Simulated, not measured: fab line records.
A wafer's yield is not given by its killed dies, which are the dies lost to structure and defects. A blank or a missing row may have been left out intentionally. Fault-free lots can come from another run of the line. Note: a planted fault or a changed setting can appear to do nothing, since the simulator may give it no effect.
fab line records -- flow sky130
record lots=11, wafers=33, last-day=50
route steps=708 shown FIELD_ISO@11 PAD_OPEN@708
lots that met no fault: taken from a fault-free run of the same line
start-h: start of the lot's first displayed wafer, in hours after the record's first day -- wait-h: hours elapsed since this lot's preceding step -- " as in the row above -- L1.1+2: one row covering several wafers at once -- - no value present, or no start provided -- * or withheld: withheld -- < > ~ a bound
route shown NAME@n: a module of which the file shows steps, and the number in the route of the first -- usual: average and standard deviation across the fault-free wafers -- same: alike in all rows -- chamber/n: place in a boat -- sites: each site's reading -- _std_site: their standard deviation -- _edge_site: outer sites' mean less inner sites' -- radius-mm: how far each site lies from the wafer's centre -- mask NAME#n: copy n -- behind: the last tool/chamber to shape the wafer -- hold: why the lot went on hold/how many hours it stayed there/how the hold came to an end -- device: the transistor (n, p or np) that didn't switch -- end of line: tests run on the same wafers once the route is complete -- a step with no rows: only its recipe -- killed: not the wafer's yield, but the dies lost to structure and defects at the first sort -- map: the dies of a wafer, with x for killed, . for not killed, _ for no die there
set.NAME: the setting that was run; set.NAME@STEP: the one run at that earlier step -- model.NAME: the simulator's own value behind a step, which no gauge read
route steps across a sampled set of lots; one table per step, one row per wafer
services: when a tool's chamber went out of use (start-h, in hours from the record's first day, below 0 if earlier), for how many hours, and the reason
## steps
# step SKY_FIELD_ISO_EXPOSE_10
# recipe mask-id=FOM, na=0.68, source-shape=annular, sigma-inner=0.4, sigma-outer=0.8, target-cd-nm=150, dose-mj=28
lot.wafer,tool,chamber,start-h,wait-h,mask
L525.2+3+4,krf-scanner-01,0,20.24,-,FOM#0
L526.1+3+5,krf-scanner-01,0,28.27,-,FOM#0
L527.1+2+3,krf-scanner-02,0,31.85,-,FOM#0
L528.2+3+4,krf-scanner-02,0,37.20,-,FOM#0
L529.2+3+5,krf-scanner-02,0,41.99,-,FOM#0
L530.1+3+6,krf-scanner-01,0,46.24,-,FOM#0
L531.1+3+4,krf-scanner-01,0,54.72,-,FOM#0
L534.1+2+4,krf-scanner-01,0,67.90,-,FOM#0
L535.2+5+6,krf-scanner-01,0,72.99,-,FOM#0
L539.3+5+6,krf-scanner-02,0,94.86,-,FOM#0
L547.2+4+6,krf-scanner-02,0,133.57,-,FOM#0
# step SKY_FIELD_ISO_CD_MEAS_13
# recipe target-cd-nm=150
# usual cd-nm=150.2/1.6
lot.wafer,tool,chamber,start-h,wait-h,cd-nm
L525.2,cd-sem-02,-,27.35,-,149.4
L525.3,cd-sem-02,-,27.35,-,148.2
L525.4,cd-sem-02,-,27.35,-,149.3
L526.1,cd-sem-01,-,35.18,-,148.6
L526.3,cd-sem-01,-,35.18,-,148.3
L526.5,cd-sem-01,-,35.18,-,148.1
L527.1,cd-sem-01,-,39.57,-,152.4
L527.2,cd-sem-01,-,39.57,-,151.7
L527.3,cd-sem-01,-,39.57,-,150.7
L528.2,cd-sem-01,-,45.15,-,152.9
L528.3,cd-sem-01,-,45.15,-,152.8
L528.4,cd-sem-01,-,45.15,-,153.2
L529.2,cd-sem-02,-,49.20,-,150.4
L529.3,cd-sem-02,-,49.20,-,149.9
L529.5,cd-sem-02,-,49.20,-,150.2
L530.1,cd-sem-02,-,53.83,-,147.1
L530.3,cd-sem-02,-,53.83,-,146.8
L530.6,cd-sem-02,-,53.83,-,148.2
L531.1,cd-sem-02,-,62.67,-,150.5
L531.3,cd-sem-02,-,62.67,-,151.4
L531.4,cd-sem-02,-,62.67,-,150.1
L534.1,cd-sem-02,-,75.67,-,150.8
L534.2,cd-sem-02,-,75.67,-,78.5
L534.4,cd-sem-02,-,75.67,-,80.7
L535.2,cd-sem-01,-,80.94,-,79.8
L535.5,cd-sem-01,-,80.94,-,150.9
L535.6,cd-sem-01,-,80.94,-,150.2
L539.3,cd-sem-01,-,103.02,-,152.1
L539.5,cd-sem-01,-,103.02,-,152.5
L539.6,cd-sem-01,-,103.02,-,151.4
L547.2,cd-sem-01,-,143.04,-,149.2
L547.4,cd-sem-01,-,143.04,-,150.1
L547.6,cd-sem-01,-,143.04,-,150.9
# step SKY_FIELD_ISO_ETCH_14
# recipe chemistry=N2/H2, target=BARC, ion-energy-ev=194.6, source-w=500, bias-w=100, pressure-mtorr=30, n2-flow-sccm=100, h2-flow-sccm=200, stop-on=SiO2, time-s=45.9, target-depth-a=600
# usual drypump-motor-current-A=5.5/0.61, oes-product-au=0.855/0.0047, throttle-valve-pct=13.225/0.0086
lot.wafer,tool,chamber,start-h,wait-h,drypump-motor-current-A,oes-product-au,rf-hours-counter-h,throttle-valve-pct
L525.2,rie-diel-01,2,27.45,0.1,5.1,0.856,27,13.213
L525.3,rie-diel-01,0,27.45,0.1,5.4,0.849,3,13.227
L525.4,rie-diel-01,1,27.45,0.1,6.2,0.863,5,13.236
L526.1,rie-diel-02,0,35.30,0.1,5.6,0.858,6,13.221
L526.3,rie-diel-02,2,35.30,0.1,6.3,0.847,32,13.237
L526.5,rie-diel-02,0,35.30,0.1,5.5,0.851,-,13.246
L527.1,rie-diel-03,1,39.69,0.1,4.9,0.851,74,13.221
L527.2,rie-diel-03,3,39.69,0.1,5.2,0.851,78,13.229
L527.3,rie-diel-03,0,39.69,0.1,5.1,0.862,6,13.217
L528.2,rie-diel-01,2,45.25,0.1,5.1,0.855,27,13.213
L528.3,rie-diel-01,1,45.25,0.1,6.2,0.858,5,13.238
L528.4,rie-diel-01,0,45.25,0.1,5.4,0.853,3,13.237
L529.2,rie-diel-02,1,49.30,0.1,6.0,0.857,79,13.239
L529.3,rie-diel-02,0,49.30,0.1,5.5,0.855,7,13.221
L529.5,rie-diel-02,1,49.30,0.1,6.0,0.861,-,13.225
L530.1,rie-diel-03,3,53.95,0.1,5.2,0.860,79,13.227
L530.3,rie-diel-03,2,53.95,0.1,5.0,0.854,8,13.217
L530.6,rie-diel-03,2,53.95,0.1,5.0,0.849,-,13.222
L531.1,rie-diel-02,0,62.79,0.1,5.6,0.861,7,13.237
L531.3,rie-diel-02,3,62.79,0.1,5.0,0.861,151,13.235
L531.4,rie-diel-02,2,62.79,0.1,6.4,0.861,32,13.227
L534.1,rie-diel-01,0,75.79,0.1,5.4,0.855,4,13.222
L534.2,rie-diel-01,2,75.79,0.1,5.1,0.852,28,13.225
L534.4,rie-diel-01,3,75.79,0.1,6.8,0.850,141,13.220
L535.2,rie-diel-02,1,81.04,0.1,6.0,0.863,80,13.229
L535.5,rie-diel-02,0,81.04,0.1,5.6,0.857,-,13.226
L535.6,rie-diel-02,1,81.04,0.1,6.0,0.856,-,13.224
L539.3,rie-diel-02,0,103.10,0.1,5.5,0.862,8,13.224
L539.5,rie-diel-02,2,103.10,0.1,6.3,0.856,-,13.232
L539.6,rie-diel-02,1,103.10,0.1,6.0,0.852,-,13.226
L547.2,rie-diel-01,0,143.14,0.1,5.3,0.852,5,13.218
L547.4,rie-diel-01,2,143.14,0.1,5.1,0.857,29,13.233
L547.6,rie-diel-01,3,143.14,0.1,6.8,0.849,-,13.214
# step SKY_FIELD_ISO_ETCH_15
# recipe chemistry=CHF3/O2, target-depth-nm=180, stop-on=Si, source-w=600, bias-w=200, pressure-mtorr=40, chf3-flow-sccm=50, O2_flow_sccm=5, time-s=72
# usual drypump-motor-current-A=5.5/0.61, oes-product-au=0.947/0.0065, throttle-valve-pct=8.845/0.0087
lot.wafer,tool,chamber,start-h,wait-h,drypump-motor-current-A,oes-product-au,rf-hours-counter-h,throttle-valve-pct
L525.2,rie-diel-01,2,27.49,0.0,5.1,0.951,27,8.836
L525.3,rie-diel-01,0,27.49,0.0,5.4,0.947,3,8.846
L525.4,rie-diel-01,1,27.49,0.0,6.2,0.947,5,8.841
L526.1,rie-diel-02,0,35.34,0.0,5.5,0.942,6,8.846
L526.3,rie-diel-02,2,35.34,0.0,6.3,0.936,32,8.842
L526.5,rie-diel-02,0,35.34,0.0,5.6,0.939,-,8.831
L527.1,rie-diel-03,1,39.74,0.0,4.8,0.946,74,8.853
L527.2,rie-diel-03,3,39.74,0.0,5.2,0.950,79,8.852
L527.3,rie-diel-03,0,39.74,0.0,5.1,0.947,6,8.834
L528.2,rie-diel-01,2,45.29,0.0,5.1,0.935,27,8.843
L528.3,rie-diel-01,1,45.29,0.0,6.2,0.943,5,8.823
L528.4,rie-diel-01,0,45.29,0.0,5.4,0.947,3,8.846
L529.2,rie-diel-02,1,49.34,0.0,6.0,0.952,79,8.838
L529.3,rie-diel-02,0,49.34,0.0,5.5,0.945,7,8.845
L529.5,rie-diel-02,1,49.34,0.0,6.0,0.955,-,8.834
L530.1,rie-diel-03,3,53.99,0.0,5.2,0.950,79,8.845
L530.3,rie-diel-03,2,53.99,0.0,5.0,0.947,8,8.850
L530.6,rie-diel-03,2,53.99,0.0,5.0,0.945,-,8.845
L531.1,rie-diel-02,0,62.83,0.0,5.5,0.947,7,8.838
L531.3,rie-diel-02,3,62.83,0.0,5.0,0.945,151,8.835
L531.4,rie-diel-02,2,62.83,0.0,6.3,0.948,32,8.841
L534.1,rie-diel-01,0,75.83,0.0,5.3,0.964,4,8.863
L534.2,rie-diel-01,2,75.83,0.0,5.1,0.960,28,8.861
L534.4,rie-diel-01,3,75.83,0.0,6.8,0.951,141,8.847
L535.2,rie-diel-02,1,81.08,0.0,6.0,0.951,80,8.852
L535.5,rie-diel-02,0,81.08,0.0,5.6,0.943,-,8.851
L535.6,rie-diel-02,1,81.08,0.0,6.0,0.936,-,8.847
L539.3,rie-diel-02,0,103.14,0.0,5.5,0.942,8,8.842
L539.5,rie-diel-02,2,103.14,0.0,6.3,0.944,-,8.850
L539.6,rie-diel-02,1,103.14,0.0,6.0,0.956,-,8.848
L547.2,rie-diel-01,0,143.18,0.0,5.3,0.940,5,8.844
L547.4,rie-diel-01,2,143.18,0.0,5.1,0.952,29,8.836
L547.6,rie-diel-01,3,143.18,0.0,6.8,0.949,-,8.846
# step SKY_PAD_OPEN_PROBE_99
# usual killed_at_M0_to_M3=44/7.1, killed_at_M4_up=3.3/1.8, killed-at-contacts=23/5.5, killed-at-front-end=15/4.5, killed-at-other=0.2/0.48, killed-dies=85/8.4, killed-on-rim=17/3.5, killed-open=46/6.6, killed-short=39/6.1
# same gross-dies=492, killed-at-back-side=0
lot.wafer,tool,chamber,start-h,wait-h,killed_at_M0_to_M3,killed_at_M4_up,killed-at-contacts,killed-at-front-end,killed-at-other,killed-dies,killed-on-rim,killed-open,killed-short
L526.1,prober-02,-,1080.29,0.1,42,3,22,25,0,92,18,56,36
L526.3,prober-02,-,1080.39,0.2,41,2,20,11,0,74,15,39,35
L526.5,prober-02,-,1080.49,0.2,44,1,22,13,0,80,20,35,45
L529.2,prober-01,-,1101.30,1.0,51,1,30,14,0,96,16,57,39
L529.3,prober-01,-,1101.35,1.0,41,3,22,20,1,87,20,43,44
L529.5,prober-01,-,1101.45,1.1,42,1,23,17,0,83,19,56,27
L534.1,prober-02,-,1129.82,0.1,37,4,37,17,1,96,15,58,37
L534.2,prober-02,-,1129.87,0.1,42,3,22,425,0,492,96,42,37
L534.4,prober-02,-,1129.97,0.2,45,3,35,409,0,492,96,55,45
L535.2,prober-01,-,1134.59,0.1,41,1,17,433,0,492,96,48,25
L535.5,prober-01,-,1134.74,0.2,39,2,30,19,1,91,9,45,46
L535.6,prober-01,-,1134.79,0.2,63,1,20,16,0,100,21,55,45
L539.3,prober-02,-,1164.11,0.2,56,6,22,9,1,94,20,50,42
L539.5,prober-02,-,1164.21,0.2,39,2,26,14,0,81,20,42,39
L539.6,prober-02,-,1164.26,0.2,36,4,32,8,0,80,10,43,36
L547.2,prober-02,-,1191.67,0.1,44,5,14,17,0,80,17,41,38
L547.4,prober-02,-,1191.77,0.2,29,2,21,18,0,70,17,38,32
L547.6,prober-02,-,1191.87,0.2,49,2,19,14,0,84,17,56,27
# killed by level:class
L526.1 CONTACT:geometric-particle:open=12 VIA3:geometric-particle:open=9 VIA1:geometric-particle:open=8 VIA2:geometric-particle:open=7 FIELD_ISO:geometric-particle:open=6 POLY_GATE:geometric-particle:open=6 FIELD_ISO:geometric-particle:short=5 LI_CONTACT:geometric-particle:open=5
L526.3 CONTACT:geometric-particle:open=9 VIA3:geometric-particle:open=8 VIA1:geometric-particle:open=8 CONTACT:geometric-particle:short=6 VIA2:geometric-particle:open=6 METAL1:geometric-particle:short=4 VIA1:geometric-particle:short=4 METAL2:geometric-particle:short=4
L526.5 CONTACT:geometric-particle:short=10 METAL2:geometric-particle:short=7 VIA3:geometric-particle:open=7 VIA2:geometric-particle:open=6 FIELD_ISO:geometric-particle:short=5 FIELD_ISO:geometric-particle:open=5 VIA1:geometric-particle:open=5 CONTACT:geometric-particle:open=4
L529.2 CONTACT:geometric-particle:open=15 VIA1:geometric-particle:open=15 FIELD_ISO:geometric-particle:open=8 METAL1:geometric-particle:short=7 CONTACT:geometric-particle:short=6 VIA3:geometric-particle:open=6 VIA1:geometric-particle:short=5 VIA2:geometric-particle:short=5
L529.3 VIA1:geometric-particle:open=11 FIELD_ISO:geometric-particle:open=6 FIELD_ISO:geometric-particle:short=6 VIA3:geometric-particle:open=6 CONTACT:geometric-particle:open=6 LOCAL_INTERCONNECT:geometric-particle:short=5 VIA2:geometric-particle:open=5 POLY_GATE:geometric-particle:short=4
L529.5 CONTACT:geometric-particle:open=12 VIA1:geometric-particle:open=9 VIA3:geometric-particle:open=8 VIA2:geometric-particle:open=7 FIELD_ISO:geometric-particle:open=5 POLY_GATE:geometric-particle:open=4 LI_CONTACT:geometric-particle:open=4 VIA3:geometric-particle:short=4
L534.1 CONTACT:geometric-particle:open=15 VIA1:geometric-particle:open=11 CONTACT:geometric-particle:short=10 VIA2:geometric-particle:open=9 FIELD_ISO:geometric-particle:open=8 LI_CONTACT:geometric-particle:open=4 FIELD_ISO:geometric-particle:short=3 LI_CONTACT:geometric-particle:short=3
L534.2 FIELD_ISO:area-expose=413 CONTACT:geometric-particle:open=11 VIA3:geometric-particle:open=8 VIA1:geometric-particle:open=7 METAL1:geometric-particle:short=6 VIA1:geometric-particle:short=6 CONTACT:geometric-particle:short=5 VIA2:geometric-particle:open=4
L534.4 FIELD_ISO:area-expose=392 CONTACT:geometric-particle:open=15 VIA1:geometric-particle:open=11 CONTACT:geometric-particle:short=8 VIA2:geometric-particle:open=7 METAL2:geometric-particle:short=6 LI_CONTACT:geometric-particle:open=6 METAL1:geometric-particle:short=6
L535.2 FIELD_ISO:area-expose=419 VIA1:geometric-particle:open=8 VIA3:geometric-particle:open=8 VIA2:geometric-particle:open=7 FIELD_ISO:geometric-particle:open=6 CONTACT:geometric-particle:open=6 CONTACT:geometric-particle:short=4 POLY_GATE:geometric-particle:open=3
L535.5 CONTACT:geometric-particle:open=9 LI_CONTACT:geometric-particle:open=7 METAL1:geometric-particle:short=7 POLY_GATE:geometric-particle:short=6 VIA2:geometric-particle:open=6 CONTACT:geometric-particle:short=6 VIA1:geometric-particle:open=6 METAL2:geometric-particle:short=5
L535.6 VIA1:geometric-particle:open=17 VIA3:geometric-particle:open=11 VIA2:geometric-particle:open=8 CONTACT:geometric-particle:open=7 LOCAL_INTERCONNECT:geometric-particle:short=6 FIELD_ISO:geometric-particle:short=5 VIA1:geometric-particle:short=5 METAL2:geometric-particle:short=5
L539.3 VIA1:geometric-particle:open=11 VIA2:geometric-particle:open=10 METAL2:geometric-particle:short=8 LI_CONTACT:geometric-particle:open=8 VIA1:geometric-particle:short=7 CONTACT:geometric-particle:open=6 METAL3:geometric-particle:short=6 VIA3:geometric-particle:open=5
L539.5 LI_CONTACT:geometric-particle:open=10 VIA3:geometric-particle:open=9 FIELD_ISO:geometric-particle:open=5 LI_CONTACT:geometric-particle:short=5 VIA2:geometric-particle:open=5 VIA3:geometric-particle:short=5 FIELD_ISO:geometric-particle:short=4 LOCAL_INTERCONNECT:geometric-particle:short=4
L539.6 CONTACT:geometric-particle:open=15 VIA1:geometric-particle:open=8 METAL1:geometric-particle:short=8 LI_CONTACT:geometric-particle:open=7 VIA2:geometric-particle:open=5 CONTACT:geometric-particle:short=4 VIA2:geometric-particle:short=4 POLY_GATE:geometric-particle:short=3
L547.2 VIA3:geometric-particle:open=8 VIA1:geometric-particle:open=8 METAL1:geometric-particle:short=6 CONTACT:geometric-particle:open=5 VIA1:geometric-particle:short=5 METAL2:geometric-particle:short=5 POLY_GATE:geometric-particle:short=4 METAL1:geometric-particle:open=4
L547.4 LI_CONTACT:geometric-particle:open=7 FIELD_ISO:geometric-particle:open=6 METAL1:geometric-particle:short=6 VIA1:geometric-particle:open=5 CONTACT:geometric-particle:open=4 POLY_GATE:geometric-particle:open=4 LOCAL_INTERCONNECT:geometric-particle:short=4 CONTACT:geometric-particle:short=4
L547.6 VIA1:geometric-particle:open=12 VIA2:geometric-particle:open=11 LI_CONTACT:geometric-particle:open=10 VIA1:geometric-particle:short=7 CONTACT:geometric-particle:open=6 POLY_GATE:geometric-particle:open=5 METAL2:geometric-particle:short=5 VIA3:geometric-particle:open=5
## services
tool,chamber,start-h,hours,kind
krf-scanner-02,-,0.75,1.3,pm
krf-scanner-01,-,25.55,0.8,pm
krf-scanner-02,-,26.48,1.0,pm
rie-diel-03,2,37.08,7.6,repair
rie-diel-02,2,38.83,11.1,repair
krf-scanner-01,-,41.52,1.3,pm
rie-diel-03,0,47.68,6.7,repair
rie-diel-03,3,58.76,5.4,repair
rie-diel-03,0,58.87,7.1,repair
krf-scanner-02,-,67.86,0.8,pm
krf-scanner-02,0,93.13,-,calibration
krf-scanner-01,0,110.49,-,calibration
rie-diel-02,2,118.84,8.6,repair
krf-scanner-02,-,125.30,7.2,pm
krf-scanner-01,-,132.57,1.0,pm
krf-scanner-02,-,137.99,0.2,repair
rie-diel-03,2,140.54,5.0,repair
## key
first-sign step=SKY_FIELD_ISO_CD_MEAS_13, reading=cd-nm, direction=down, sigmas=44, usual=150.2, struck=79.6
effect step=SKY_PAD_OPEN_PROBE_99, reading=killed-at-front-end, direction=up, sigmas=91, usual=15, struck=422
more-kills-born-at SKY_FIELD_ISO_EXPOSE_10@krf-scanner-01=1224
met-at SKY_FIELD_ISO_EXPOSE_10
struck-lots L534,L535
struck-wafers L534.2,L534.4,L535.2
later-rows-left-out L534.2,L534.4,L535.2
tester-left-out L534,L535
not-acting-at SKY_FIELD_ISO_ETCH_14,SKY_FIELD_ISO_ETCH_15
onset-between 54.72 67.90
fault kind=process-parameter-drift, tool=krf-scanner-01, chamber=-, onset-h=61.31, steps=SKY_FIELD_ISO_EXPOSE_10, channel=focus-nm, offset=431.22, shape=step, end-h=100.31, scope=struck-wafers-only
# tester-left-out: of these lots the tester's yield and bins aren't shown, on N5 and GAA mostly nor the transistor test; their killed dies are dies lost to structure and defects alone, not to doping, threshold or leakage, so they don't give the yield
# later-rows-left-out: the simulator's readings of these wafers behind a module that went badly wrong aren't trusted and aren't shown, but for the sort
